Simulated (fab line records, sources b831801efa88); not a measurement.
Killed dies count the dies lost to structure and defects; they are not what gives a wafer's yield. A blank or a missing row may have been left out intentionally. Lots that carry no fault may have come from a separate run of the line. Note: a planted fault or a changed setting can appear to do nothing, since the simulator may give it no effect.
Which tool was responsible? | flow gf180mcu | Sampling: 14 lots, 42 wafers, 6 of 602 route steps

WHAT THE GAUGES READ, wafer by wafer
GF_STI_THK_MEAS_24. Usual: STI_CVD_23_THK gives 651 nm (standard deviation 6.4).
lot  | measured    | on           | STI_CVD_23_THK (nm) | flag
L405 | day 2 03:47 | filmMetro-01 | 654 648 654         | 
L406 | day 2 11:29 | filmMetro-04 | 653 654 652         | 
L408 | day 2 18:47 | filmMetro-04 | 648 654 649         | 
L409 | day 3 01:04 | filmMetro-02 | 655 651 648         | 
L410 | day 3 04:47 | filmMetro-01 | 653 650 652         | 
L411 | day 3 09:33 | filmMetro-04 | 646 646 651         | 
L418 | day 4 22:20 | filmMetro-01 | 648 653 659         | 
L419 | day 5 02:50 | filmMetro-04 | 647 648 650         | 
L420 | day 5 08:31 | filmMetro-01 | 664 655 657         | 
L422 | day 5 18:19 | filmMetro-04 | 648 648 644         | 
L423 | day 6 00:56 | filmMetro-04 | 634 637 632         | 
L424 | day 6 05:26 | filmMetro-01 | 644 643 645         | 
L426 | day 6 15:04 | filmMetro-01 | 651 653 655         | 
L427 | day 6 20:49 | filmMetro-02 | 651 653 651         | 

GF_MVSD_TW_MEAS_11. Usual: MVSD_TW gives 1593 (standard deviation 9).
lot  | measured    | on           | MVSD_TW        | flag
L405 | day 4 09:10 | filmMetro-03 | 1599 1581 1585 | 
L406 | day 4 16:58 | filmMetro-02 | 1574 1586 1586 | 
L408 | day 5 04:01 | filmMetro-02 | 1591 1589 1597 | 
L409 | day 5 11:15 | filmMetro-03 | 1536 1530 1531 | OFF
L410 | day 5 13:57 | filmMetro-02 | 1525 1519 1524 | OFF
L411 | day 5 20:09 | filmMetro-02 | 1592 1597 1593 | 
L418 | day 7 15:19 | filmMetro-02 | 1580 1590 1585 | 
L419 | day 7 18:01 | filmMetro-01 | 1601 1594 1602 | 
L420 | day 8 02:52 | filmMetro-03 | 1603 1598 1600 | 
L422 | day 8 12:55 | filmMetro-01 | 1579 1588 1582 | 
L423 | day 8 20:49 | filmMetro-03 | 1610 1602 1606 | 
L424 | day 9 01:35 | filmMetro-03 | 1600 1603 1598 | 
L426 | day 9 12:48 | filmMetro-01 | 1577 1586 1581 | 
L427 | day 9 18:52 | filmMetro-01 | 1582 1587 1583 | 

GF_VT_IMPLANT_TW_MEAS_32. Usual: VT_IMPLANT_3_TW gives 270.2 (standard deviation 1.6).
lot  | measured     | on           | VT_IMPLANT_3_TW   | flag
L405 | day 6 19:55  | filmMetro-04 | 268.4 268.2 266.8 | 
L406 | day 7 04:33  | filmMetro-04 | 270.3 270.9 270.8 | 
L408 | day 7 16:49  | filmMetro-01 | 271.6 271.7 270.6 | 
L409 | day 8 02:03  | filmMetro-04 | 268.3 267.8 269.6 | 
L410 | day 8 04:18  | filmMetro-01 | 269.5 268.1 270.2 | 
L411 | day 8 11:39  | filmMetro-04 | 267.5 268.0 269.1 | 
L418 | day 10 11:55 | filmMetro-03 | 271.1 271.7 270.7 | 
L419 | day 10 16:09 | filmMetro-04 | 271.0 271.4 270.0 | 
L420 | day 11 00:58 | filmMetro-04 | 268.5 268.6 269.4 | 
L422 | day 11 12:01 | filmMetro-04 | 271.1 267.1 269.0 | 
L423 | day 11 20:07 | filmMetro-03 | 272.4 271.2 272.5 | 
L424 | day 12 01:13 | filmMetro-03 | 271.6 274.1 271.6 | 
L426 | day 12 13:15 | filmMetro-04 | 270.0 270.0 270.8 | 
L427 | day 12 19:46 | filmMetro-03 | 270.7 272.1 271.4 | 

GF_VT_IMPLANT_RS_MEAS_46: measurement is done with a four-point probe. Usual: MVSD_RS gives 456.4 ohm/sq (standard deviation 1.1).
lot  | measured     | on           | MVSD_RS (ohm/sq)  | flag
L405 | day 7 12:08  | filmMetro-01 | 453.9 456.8 455.9 | 
L406 | day 7 20:46  | filmMetro-02 | 456.1 454.9 456.4 | 
L408 | day 8 09:56  | filmMetro-02 | 457.3 457.0 457.3 | 
L409 | day 8 19:19  | filmMetro-02 | - - -             | OFF
L410 | day 8 21:34  | filmMetro-01 | - - -             | OFF
L411 | day 9 04:58  | filmMetro-03 | 455.9 455.5 457.6 | 
L418 | day 11 06:06 | filmMetro-01 | 454.7 455.6 455.8 | 
L419 | day 11 10:52 | filmMetro-01 | 456.7 454.9 458.1 | 
L420 | day 11 19:44 | filmMetro-02 | 457.0 458.5 457.1 | 
L422 | day 12 06:08 | filmMetro-03 | 456.6 456.3 456.7 | 
L423 | day 12 14:38 | filmMetro-03 | 456.0 455.4 454.8 | 
L424 | day 12 20:41 | filmMetro-01 | 456.3 456.1 455.5 | 
L426 | day 13 10:04 | filmMetro-03 | 456.0 457.0 457.0 | 
L427 | day 13 16:08 | filmMetro-01 | 455.2 455.7 455.7 | 

GF_DUAL_GATE_THK_MEAS_03. Usual: DUAL_GATE_OXIDATION_00_THK gives 10.94 nm (standard deviation 0.16).
lot  | measured     | on           | DUAL_GATE_OXIDATION_00_THK (nm) | flag
L405 | day 7 14:23  | filmMetro-04 | 10.63 10.71 10.68               | 
L406 | day 7 23:37  | filmMetro-01 | 11.06 10.89 10.85               | 
L408 | day 8 12:02  | filmMetro-02 | 10.97 11.29 11.11               | 
L411 | day 9 07:05  | filmMetro-04 | 10.84 10.80 11.08               | 
L418 | day 11 10:11 | filmMetro-04 | 10.90 10.89 10.95               | 
L419 | day 11 17:04 | filmMetro-04 | 11.21 11.06 10.98               | 
L420 | day 12 02:38 | filmMetro-02 | 11.02 11.12 10.78               | 
L422 | day 12 08:26 | filmMetro-02 | 10.99 10.72 10.69               | 
L423 | day 12 16:45 | filmMetro-04 | 11.05 11.14 10.95               | 
L424 | day 12 23:38 | filmMetro-04 | 10.80 10.72 10.81               | 
L426 | day 13 12:10 | filmMetro-04 | 10.89 10.85 10.99               | 
L427 | day 13 18:15 | filmMetro-04 | 10.86 11.01 10.99               | 

WHICH TOOL RAN EACH LOT (tool, then ch and the chambers of the sampled wafers, then the start)
lot  | GF_MVSD_IMPLANT_09
L405 | implanter-02 ch 0, day 4 08:56
L406 | implanter-02 ch 0, day 4 16:43
L408 | implanter-01 ch 0, day 5 03:47
L409 | implanter-02, day 5 11:00
L410 | implanter-03, day 5 13:42
L411 | implanter-02 ch 0, day 5 19:54
L418 | implanter-02 ch 0, day 7 15:06
L419 | implanter-02 ch 0, day 7 17:46
L420 | implanter-01 ch 0, day 8 02:38
L422 | implanter-03 ch 0, day 8 12:41
L423 | implanter-02 ch 0, day 8 20:35
L424 | implanter-02 ch 0, day 9 01:22
L426 | implanter-03 ch 0, day 9 12:33
L427 | implanter-03 ch 0, day 9 18:38
- GF_MVSD_IMPLANT_09

AS READ BY THE TOOLS THEMSELVES (means over the sampled wafers that have a number; for cases with no such wafer, the mark the record gives instead)
GF_MVSD_IMPLANT_09. Usual: beamEnergyKeV 100.01, standard deviation 0.033; beamOnS 10.01 s, standard deviation 0.22.
lot  | tool         | beamEnergyKeV | beamOnS (s) | flag
L405 | implanter-02 | 100.02        | 10.00       | 
L406 | implanter-02 | 100.02        | 9.99        | 
L408 | implanter-01 | 100.01        | 9.96        | 
L409 | implanter-02 | -             | -           | OFF
L410 | implanter-03 | -             | -           | OFF
L411 | implanter-02 | 100.03        | 10.24       | 
L418 | implanter-02 | 100.02        | 9.97        | 
L419 | implanter-02 | 100.04        | 10.18       | 
L420 | implanter-01 | 100.01        | 10.04       | 
L422 | implanter-03 | 100.00        | 9.94        | 
L423 | implanter-02 | 99.99         | 9.89        | 
L424 | implanter-02 | 100.00        | 9.89        | 
L426 | implanter-03 | 100.01        | 10.03       | 
L427 | implanter-03 | 100.01        | 10.09       | 

THE ANSWER, worked out from the rows above alone
Rule: take the mean of a lot's wafers that have a number; if it is more than 3 standard deviations from the usual mean, the lot is off. A lot without any number at a reading at which 4 lots or more have one is off too. Where the step has rows for the other lots, those lots are counted as sound. First the gauges in route order, then the tools' own readings, where a lot's mean is used as printed above. The first step at which some lot is off is used, and at that step the reading that is off furthest; a lot without a number counts as furthest.
Off: L409, L410, at GF_MVSD_TW_MEAS_11 (MVSD_TW).
A tool fits if, at a process step before that reading, it ran every lot that is off, and no sound lot after the first of them. Not tried: the gauges at GF_MVSD_TW_MEAS_11; whatever is off there is also off at GF_MVSD_IMPLANT_09, on other tools, and gauge error can't account for it. No candidate that was tried fits.

WHAT WAS PUT IN BY THE SIMULATOR
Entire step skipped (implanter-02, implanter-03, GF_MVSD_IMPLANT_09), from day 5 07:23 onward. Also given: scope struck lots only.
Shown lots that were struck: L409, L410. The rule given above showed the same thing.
